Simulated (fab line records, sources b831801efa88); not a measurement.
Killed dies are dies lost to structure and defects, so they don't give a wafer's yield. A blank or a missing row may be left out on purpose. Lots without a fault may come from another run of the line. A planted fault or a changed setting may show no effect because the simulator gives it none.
Which tool did it? | flow sfq_line | 14 lots, 42 wafers sampled, at 6 steps of a route of 325

WHAT THE GAUGES READ, wafer by wafer
SFQ_I4_OVL_MEAS_928. Usual: I4_OVL -1 nm, standard deviation 5.4.
lot  | measured     | on         | I4_OVL (nm) | flag
L628 | day 39 21:58 | overlay-02 | 4 3 6       |
L629 | day 40 12:29 | overlay-01 | 1 0 -6      |
L630 | day 44 22:56 | overlay-02 | 4 0 4       |
L631 | day 45 00:09 | overlay-02 | -5 5 2      |
L634 | day 46 00:10 | overlay-01 | -7 3 -2     |
L635 | day 47 13:59 | overlay-01 | -4 -5 -4    |
L636 | day 51 17:11 | overlay-01 | 1 8 3       |
L637 | day 52 20:51 | overlay-02 | -2 2 0      |
L641 | day 57 02:07 | overlay-02 | -3 -1 -3    |
L643 | day 57 11:42 | overlay-01 | -14 -11 -9  |
L645 | day 57 20:14 | overlay-02 | -14 -9 -14  |
L646 | day 58 02:48 | overlay-02 | -4 -7 -5    |
L649 | day 65 04:28 | overlay-01 | 11 3 5      |
L650 | day 65 15:16 | overlay-01 | -2 7 6      |

SFQ_M7_RS_MEAS_943: measures by four-point-probe. Usual: M7_NB_RS 0.887 ohm/sq, standard deviation 0.0083.
lot  | measured     | on            | M7_NB_RS (ohm/sq)                   | flag
L628 | day 62 06:52 | film_metro-03 | 0.888 0.880 0.882                   |
L629 | day 62 09:16 | film_metro-01 | 0.891 0.879 0.882                   |
L630 | day 62 10:28 | film_metro-03 | 0.901 0.897 0.888                   |
L631 | day 62 11:43 | film_metro-04 | 0.870 0.866 0.890                   |
L634 | day 62 15:19 | film_metro-04 | 0.882 0.881 0.874                   |
L635 | day 62 16:28 | film_metro-01 | 0.890 0.881 0.896                   |
L636 | day 65 06:07 | film_metro-01 | 0.883 0.899 0.881                   |
L637 | day 70 04:23 | film_metro-03 | 0.879 0.879 0.865                   |
L641 | day 72 03:19 | film_metro-03 | 0.882 0.885 0.895                   |
L643 | day 74 05:14 | film_metro-04 | 0.818 0.889 0.887 0.816 0.888 0.888 |
L645 | day 74 18:58 | film_metro-03 | 0.907 0.888 0.814 0.907 0.890 0.812 |
L646 | day 74 23:42 | film_metro-03 | 0.893 0.887 0.875                   |
L649 | day 75 23:59 | film_metro-04 | 0.898 0.876 0.870                   |
L650 | day 80 03:30 | film_metro-01 | 0.881 0.885 0.881                   |

SFQ_I7_OVL_MEAS_947. Usual: I7_OVL 1 nm, standard deviation 5.1.
lot  | measured     | on         | I7_OVL (nm) | flag
L628 | day 71 13:47 | overlay-01 | 0 -10 -6    |
L629 | day 71 16:19 | overlay-02 | 11 1 -1     |
L630 | day 71 23:31 | overlay-02 | -1 -3 -7    |
L631 | day 72 00:43 | overlay-02 | 6 2 7       |
L634 | day 72 06:43 | overlay-02 | -10 3 5     |
L635 | day 72 13:55 | overlay-01 | 1 1 0       |
L636 | day 72 19:55 | overlay-02 | 14 12 5     |
L637 | day 74 22:19 | overlay-02 | -3 5 6      |
L641 | day 75 10:26 | overlay-02 | -5 -7 0     |
L643 | day 75 13:27 | overlay-02 | -3 0 -4     |
L645 | day 75 16:26 | overlay-02 | 8 3 0       |
L646 | day 75 18:50 | overlay-02 | -2 0 -2     |
L649 | day 78 16:28 | overlay-01 | -6 -4 -3    |
L650 | day 80 18:21 | overlay-02 | -1 4 2      |

WHICH TOOL RAN EACH LOT (tool, then ch and the chambers of the sampled wafers, then the start)
lot  | SFQ_TRILAYER_I6_VIA_ETCH_VIA_ETCH_172 | SFQ_TRILAYER_M7_DEP_SPUTTER_175 | SFQ_TRILAYER_M7_ETCH_METAL_ETCH_180
L628 | rie_diel-02 ch 0,1,3, day 62 05:52    | pvd_sputter-05, day 62 06:47    | rie_metal-04 ch 0,1, day 67 08:09
L629 | rie_diel-04 ch 1,2,3, day 62 08:16    | pvd_sputter-04, day 62 09:11    | rie_metal-01 ch 0,1, day 67 09:21
L630 | rie_diel-03 ch 0,2,3, day 62 09:28    | pvd_sputter-03, day 62 10:23    | rie_metal-02 ch 0,1, day 67 10:33
L631 | rie_diel-02 ch 1,2, day 62 10:40      | pvd_sputter-05, day 62 11:35    | rie_metal-01 ch 0,1, day 67 11:47
L634 | rie_diel-02 ch 0,1, day 62 14:16      | pvd_sputter-05, day 62 15:11    | rie_metal-02 ch 0,1, day 67 15:23
L635 | rie_diel-03 ch 0,1,2, day 62 15:28    | pvd_sputter-04, day 62 16:23    | rie_metal-04 ch 0,1, day 67 16:33
L636 | rie_diel-03 ch 0,1, day 65 05:05      | pvd_sputter-05, day 65 06:00    | rie_metal-04 ch 0,1, day 67 18:33
L637 | rie_diel-04 ch 1,2,3, day 70 03:23    | pvd_sputter-05, day 70 04:17    | rie_metal-04 ch 1, day 70 07:04
L641 | rie_diel-02 ch 0,1,3, day 72 02:17    | pvd_sputter-05, day 72 03:13    | rie_metal-04 ch 0, day 72 10:43
L643 | rie_diel-04 ch 0,1,2, day 74 04:14    | pvd_sputter-05, day 74 05:09    | rie_metal-04 ch 0, day 74 17:42
L645 | rie_diel-04 ch 1,2,3, day 74 17:56    | pvd_sputter-05, day 74 18:52    | rie_metal-02 ch 0,1, day 75 02:17
L646 | rie_diel-04 ch 0,1,2, day 74 22:40    | pvd_sputter-03, day 74 23:35    | rie_metal-02 ch 0,1, day 75 02:17
L649 | rie_diel-02 ch 1,2,3, day 75 22:57    | pvd_sputter-03, day 75 23:52    | rie_metal-01 ch 1, day 77 07:16
L650 | rie_diel-03 ch 2,3, day 80 02:29      | pvd_sputter-04, day 80 03:25    | rie_metal-04 ch 0,1, day 80 10:04
- SFQ_TRILAYER_I6_VIA_ETCH_VIA_ETCH_172: etches SiO2 in CHF3, stops on Nb, target depth 260 nm.
- SFQ_TRILAYER_M7_DEP_SPUTTER_175: material Nb, target thk 200 nm, time 133.3 s.
- SFQ_TRILAYER_M7_ETCH_METAL_ETCH_180: etches Nb in Cl2/Ar, stops on SiO2, target depth 240 nm, time 120 s.

WHAT THE TOOLS THEMSELVES READ (means of the sampled wafers that have a number; where no wafer has one, the mark that the record gives instead)
SFQ_TRILAYER_I6_VIA_ETCH_VIA_ETCH_172. Usual: drypump_motor_current_A 5.7 A, standard deviation 0.44; oes_product_au 0.853 a.u., standard deviation 0.006.
lot  | tool        | drypump_motor_current_A (A) | oes_product_au (a.u.) | flag
L628 | rie_diel-02 | 5.5                         | 0.853                 |
L629 | rie_diel-04 | 6.0                         | 0.853                 |
L630 | rie_diel-03 | 5.8                         | 0.852                 |
L631 | rie_diel-02 | 5.4                         | 0.856                 |
L634 | rie_diel-02 | 5.1                         | 0.856                 |
L635 | rie_diel-03 | 5.6                         | 0.849                 |
L636 | rie_diel-03 | 5.3                         | 0.856                 |
L637 | rie_diel-04 | 6.0                         | 0.852                 |
L641 | rie_diel-02 | 5.5                         | 0.851                 |
L643 | rie_diel-04 | 6.0                         | 0.861                 |
L645 | rie_diel-04 | 6.0                         | 0.855                 |
L646 | rie_diel-04 | 6.0                         | 0.849                 |
L649 | rie_diel-02 | 5.7                         | 0.848                 |
L650 | rie_diel-03 | 6.1                         | 0.852                 |

SFQ_TRILAYER_M7_DEP_SPUTTER_175. Usual: cathode_dc_power_W 2000.0 W, standard deviation 0.35; throttle_valve_pct 30.2 %, standard deviation 0.92.
lot  | tool           | cathode_dc_power_W (W) | throttle_valve_pct (%) | flag
L628 | pvd_sputter-05 | 2000.4                 | 30.4                   |
L629 | pvd_sputter-04 | 2000.1                 | 30.7                   |
L630 | pvd_sputter-03 | 2000.0                 | 30.3                   |
L631 | pvd_sputter-05 | 1999.7                 | 29.6                   |
L634 | pvd_sputter-05 | 2000.4                 | 29.4                   |
L635 | pvd_sputter-04 | 2000.3                 | 30.2                   |
L636 | pvd_sputter-05 | 2000.0                 | 30.0                   |
L637 | pvd_sputter-05 | 2000.3                 | 30.2                   |
L641 | pvd_sputter-05 | 2000.1                 | 30.0                   |
L643 | pvd_sputter-05 | 2065.0                 | 30.5                   | OFF
L645 | pvd_sputter-05 | 2065.4                 | 29.6                   | OFF
L646 | pvd_sputter-03 | 1999.7                 | 30.2                   |
L649 | pvd_sputter-03 | 2000.0                 | 30.1                   |
L650 | pvd_sputter-04 | 1999.9                 | 29.6                   |

SFQ_TRILAYER_M7_ETCH_METAL_ETCH_180. Usual: drypump_motor_current_A 5.7 A, standard deviation 0.54; oes_product_au 0.896 a.u., standard deviation 0.0067.
lot  | tool         | drypump_motor_current_A (A) | oes_product_au (a.u.) | flag
L628 | rie_metal-04 | 5.4                         | 0.899                 |
L629 | rie_metal-01 | 6.0                         | 0.898                 |
L630 | rie_metal-02 | 5.6                         | 0.893                 |
L631 | rie_metal-01 | 5.9                         | 0.900                 |
L634 | rie_metal-02 | 5.6                         | 0.898                 |
L635 | rie_metal-04 | 5.4                         | 0.892                 |
L636 | rie_metal-04 | 5.4                         | 0.888                 |
L637 | rie_metal-04 | 5.1                         | 0.906                 |
L641 | rie_metal-04 | 6.2                         | 0.898                 |
L643 | rie_metal-04 | 6.2                         | 0.909                 |
L645 | rie_metal-02 | 5.2                         | 0.908                 |
L646 | rie_metal-02 | 5.6                         | 0.900                 |
L649 | rie_metal-01 | 6.1                         | 0.899                 |
L650 | rie_metal-04 | 5.5                         | 0.898                 |

THE ANSWER, worked out from the rows above alone
Rule: a lot is off if the mean of its wafers that have a number lies more than 3 standard deviations from the usual mean. A lot without any number at a reading at which 4 lots or more have one is off too. The other lots that the step has rows for count as sound. The gauges are gone through in route order, then the tools' own readings, and for those a lot's mean is taken as printed above. The first step at which some lot is off is used, and at that step the reading that is off furthest; a lot without a number counts as furthest.
Off: L643, L645, at SFQ_TRILAYER_M7_DEP_SPUTTER_175 (cathode_dc_power_W).
A tool fits if, at that step or a process step before it, it ran every lot that is off, and no sound lot after the first of them. One fits: pvd_sputter-05 at SFQ_TRILAYER_M7_DEP_SPUTTER_175. Its last sound lot is L641 (day 72 03:13), its first lot that is off L643 (day 74 05:09): a fault that began between those two fits.
The tool's own readings at SFQ_TRILAYER_M7_DEP_SPUTTER_175 bear it out: on the lots that are off they differ by more than 5 times the standard deviation of the sound lots' means. cathode_dc_power_W reads 2065.2 W there against 2000.1 W on the sound lots.

WHAT THE SIMULATOR HAD PUT IN
Process parameter drift: pvd_sputter-05, from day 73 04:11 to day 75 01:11, at SFQ_TRILAYER_M7_DEP_SPUTTER_175. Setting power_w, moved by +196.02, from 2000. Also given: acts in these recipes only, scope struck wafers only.
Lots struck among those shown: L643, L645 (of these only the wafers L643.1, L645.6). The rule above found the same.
